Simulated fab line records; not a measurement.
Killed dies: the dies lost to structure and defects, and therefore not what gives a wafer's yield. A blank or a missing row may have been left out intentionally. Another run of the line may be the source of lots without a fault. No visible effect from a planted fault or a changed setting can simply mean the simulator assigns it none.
A lot that was struck, set against a sound lot	flow sfq line	14 steps out of a route of 325
Sound: wafers L117.1, L117.3, L117.4. Wafers struck: L116.1, L116.2, L116.5. The cause comes at the end.
Per side, at each step with rows, come the tool, then ch with its chambers, and then its first start. Under that, the readings that differ: sound wafers	struck wafers	difference of the means	sigmas: that difference in standard deviations of wafers without a fault.
alike: readings whose means differ by less than 2 such deviations, and words and numbers that are the same on both sides. not compared: withheld readings, readings that some wafer has no value for, bounds like >300 that may hide the same value, and numbers for which the record gives no deviation and whose values overlap.
Wherever a step has rows on one side only, a row that says differs or no value, or a row with sigmas, the two part there. Non-overlapping numbers with no deviation appear without sigmas and do not part them. Lack of a reading on every wafer of one side parts them only where that side has two or more wafers.

SFQ_TRILAYER_A5B_CMP_CMP_130: polishes, stops on Nb, target thk 340.7 nm.
  sound on cmp-02 ch 0,1,2, day 70 05:03; struck on cmp-02 ch 0,1, day 66 15:43
  alike: edge zone pressure frac, motor current A, retaining ring pressure frac, slurry flow ml min
SFQ_TRILAYER_A5B_METRO_MEASURE_131:
  struck on film metro-02, day 66 18:13; sound on film metro-02, day 70 07:33
  alike: thk nm
SFQ_TRILAYER_R5_DEP_SPUTTER_132: material Ti, target thk 5 nm, time 5 s.
  struck on pvd sputter-05, day 66 19:25; sound on pvd sputter-04, day 70 08:45
  alike: throttle valve pct
SFQ_TRILAYER_R5_DEP_SPUTTER_133: material MoNx, target thk 40 nm, time 66.7 s.
  struck on pvd sputter-05, day 66 19:26; sound on pvd sputter-04, day 70 08:46
  alike: throttle valve pct
SFQ_TRILAYER_R5_DEP_SPUTTER_134: material Ti, target thk 5 nm, time 5 s.
  struck on pvd sputter-05, day 66 19:29; sound on pvd sputter-04, day 70 08:49
  alike: throttle valve pct
SFQ_R5_RS_MEAS_933: measures by four-point-probe.
  struck on film metro-04, day 66 19:30; sound on film metro-04, day 70 08:50
  alike: R5_MONX_RS
SFQ_R5_THK_MEAS_934: measures by xrf.
  struck on film metro-04, day 66 19:37; sound on film metro-04, day 70 08:58
  alike: R5_MONX_THK
then, 5 steps without rows for these wafers: SFQ_TRILAYER_R5_LITHO_COAT_141 (resist thk 62 nm); SFQ_TRILAYER_R5_LITHO_COAT_136 (resist thk 600 nm); SFQ_TRILAYER_R5_LITHO_SOFTBAKE_140; SFQ_TRILAYER_R5_LITHO_EXPOSE_137 (exposes mask R5, target cd 500 nm); SFQ_TRILAYER_R5_LITHO_PEB_139 (peb time 60 s).
-- the record jumps here: 2 days lie between the struck wafers' starts before and after --
SFQ_TRILAYER_R5_LITHO_DEVELOP_138: time 60 s.
  sound on litho track-04 ch 0, day 74 02:29; struck on litho track-02, day 69 02:57
  no value came back on the struck wafers for chill plate temp C (C), exhaust pa (Pa); on the sound wafers chill plate temp C (C) reads 22.98 22.82 22.93
reading	sound	struck	difference	sigmas
model.KrF_of_TRILAYER_R5_LITHO_COAT_136.thk nm (nm)	573.3 573.8 573.8	603 601.9 603.5	+29	
SFQ_R5_OVL_MEAS_935:
  struck on overlay-02, day 69 03:06; sound on overlay-01, day 74 02:38
reading	sound	struck	difference	sigmas
R5_OVL (nm)	-1 4 2	- - -	no value on the struck wafers	

## WHERE THEY PART
Last at SFQ_R5_OVL_MEAS_935 as far as this record goes, first at SFQ_TRILAYER_R5_LITHO_DEVELOP_138.

WHY: whatever the simulator had introduced
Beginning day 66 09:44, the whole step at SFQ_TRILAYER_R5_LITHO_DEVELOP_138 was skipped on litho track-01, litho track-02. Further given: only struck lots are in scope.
